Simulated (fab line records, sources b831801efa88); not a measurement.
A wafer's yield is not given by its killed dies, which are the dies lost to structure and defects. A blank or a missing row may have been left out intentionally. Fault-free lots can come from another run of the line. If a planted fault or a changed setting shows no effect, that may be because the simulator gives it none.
The tool behind it: which one? | flow sky130 | 15 lots with 45 wafers sampled at 2 steps, on a route of 708 steps

## WHAT EACH GAUGE READ, for each wafer
SKY_VIA4_THK_MEAS_20: measures by xrf. Usual: VIA4_W_THK gives 494 nm (standard deviation 7.3).
lot  | measured     | on            | VIA4_W_THK (nm) | flag
L940 | day 42 16:26 | film-metro-01 | 503 504 505     |
L942 | day 43 18:36 | film-metro-01 | 486 498 493     |
L943 | day 43 22:53 | film-metro-01 | 501 487 487     |
L944 | day 44 03:37 | film-metro-03 | 491 498 485     |
L945 | day 44 06:27 | film-metro-03 | 501 485 492     |
L946 | day 44 14:53 | film-metro-04 | 494 492 501     |
L947 | day 44 22:27 | film-metro-03 | 491 477 493     |
L948 | day 44 23:44 | film-metro-03 | 484 496 481     |
L950 | day 46 01:05 | film-metro-03 | 486 484 493     |
L953 | day 46 10:08 | film-metro-04 | 509 493 506     |
L954 | day 46 21:49 | film-metro-04 | 489 500 494     |
L955 | day 47 01:55 | film-metro-01 | 494 487 488     |
L956 | day 47 12:00 | film-metro-03 | 480 489 483     |
L962 | day 48 12:17 | film-metro-01 | 505 498 499     |
L963 | day 48 21:53 | film-metro-04 | 490 495 488     |

## WHICH TOOL RAN EACH LOT (tool, then ch and the chambers of the sampled wafers, then the start)
lot  | SKY_METAL4_ETCH_16
L940 | rie-metal-04 ch 0,1, day 41 14:24
L942 | rie-metal-04 ch 0,1, day 42 16:50
L943 | rie-metal-03 ch 1, day 42 21:47
L944 | rie-metal-03 ch 0,1, day 43 02:59
L945 | rie-metal-04 ch 0,1, day 43 06:40
L946 | rie-metal-04 ch 0,1, day 43 14:49
L947 | rie-metal-02 ch 0,1, day 43 22:01
L948 | rie-metal-03 ch 0,1, day 43 22:58
L950 | rie-metal-02 ch 0,1, day 45 01:31
L953 | rie-metal-03 ch 0,1, day 45 11:01
L954 | rie-metal-03 ch 0,1, day 45 22:49
L955 | rie-metal-02 ch 0,1, day 46 03:04
L956 | rie-metal-04 ch 0,1, day 46 13:46
L962 | rie-metal-04 ch 0,1, day 47 14:43
L963 | rie-metal-03 ch 0,1, day 48 00:43
- SKY_METAL4_ETCH_16: etches BARC in N2/H2, stops on SiO2, time 88.2 s, target depth 60 nm.

## WHAT THE TOOLS THEMSELVES READ (means of the sampled wafers that have a number; where no wafer has one, the mark that the record gives instead)
SKY_METAL4_ETCH_16. Usual: drypump-motor-current-A 5.77 A, standard deviation 0.25; he-backside-leak-sccm 3.41 sccm, standard deviation 0.24; oes-product-au 0.625 a.u., standard deviation 0.0045; throttle-valve-pct 13.205 %, standard deviation 0.0098.
lot  | tool         | drypump-motor-current-A (A) | he-backside-leak-sccm (sccm) | oes-product-au (a.u.) | throttle-valve-pct (%) | flag
L940 | rie-metal-04 | 5.91                        | 3.23                         | 0.624                 | 13.201                 |
L942 | rie-metal-04 | 5.82                        | 3.43                         | 0.622                 | 13.202                 |
L943 | rie-metal-03 | 6.05                        | 3.64                         | 0.622                 | 13.199                 |
L944 | rie-metal-03 | 5.57                        | 3.43                         | 0.624                 | 13.200                 |
L945 | rie-metal-04 | 5.81                        | 3.45                         | 0.626                 | 13.210                 |
L946 | rie-metal-04 | 5.82                        | 3.53                         | 0.625                 | 13.213                 |
L947 | rie-metal-02 | 5.69                        | 3.16                         | 0.626                 | 13.212                 |
L948 | rie-metal-03 | 5.80                        | 3.67                         | 0.626                 | 13.205                 |
L950 | rie-metal-02 | 5.71                        | 3.04                         | 0.625                 | 13.202                 |
L953 | rie-metal-03 | 5.60                        | 3.49                         | 0.624                 | 13.201                 |
L954 | rie-metal-03 | 5.82                        | 3.64                         | 0.622                 | 13.201                 |
L955 | rie-metal-02 | 5.67                        | 3.26                         | 0.625                 | 13.203                 |
L956 | rie-metal-04 | 5.80                        | 3.37                         | 0.629                 | 13.212                 |
L962 | rie-metal-04 | 5.92                        | 3.40                         | 0.626                 | 13.201                 |
L963 | rie-metal-03 | 5.81                        | 3.61                         | 0.624                 | 13.202                 |

## THE ANSWER, worked out from the rows above alone
Rule: a lot counts as off when the mean over its wafers that have a number is more than 3 standard deviations away from the usual mean. Also off: a lot with no number at a reading for which 4 or more lots have one. The other lots that the step has rows for count as sound. Order of review: gauges by route order, followed by the tools' own readings, for which a lot's mean as printed above is used. At the first step where some lot is off, the reading lying furthest off is the one used; lots without a number count as furthest.
None of the lots is off at any reading shown; this tells nothing.

## WHAT THE SIMULATOR HAD PUT IN
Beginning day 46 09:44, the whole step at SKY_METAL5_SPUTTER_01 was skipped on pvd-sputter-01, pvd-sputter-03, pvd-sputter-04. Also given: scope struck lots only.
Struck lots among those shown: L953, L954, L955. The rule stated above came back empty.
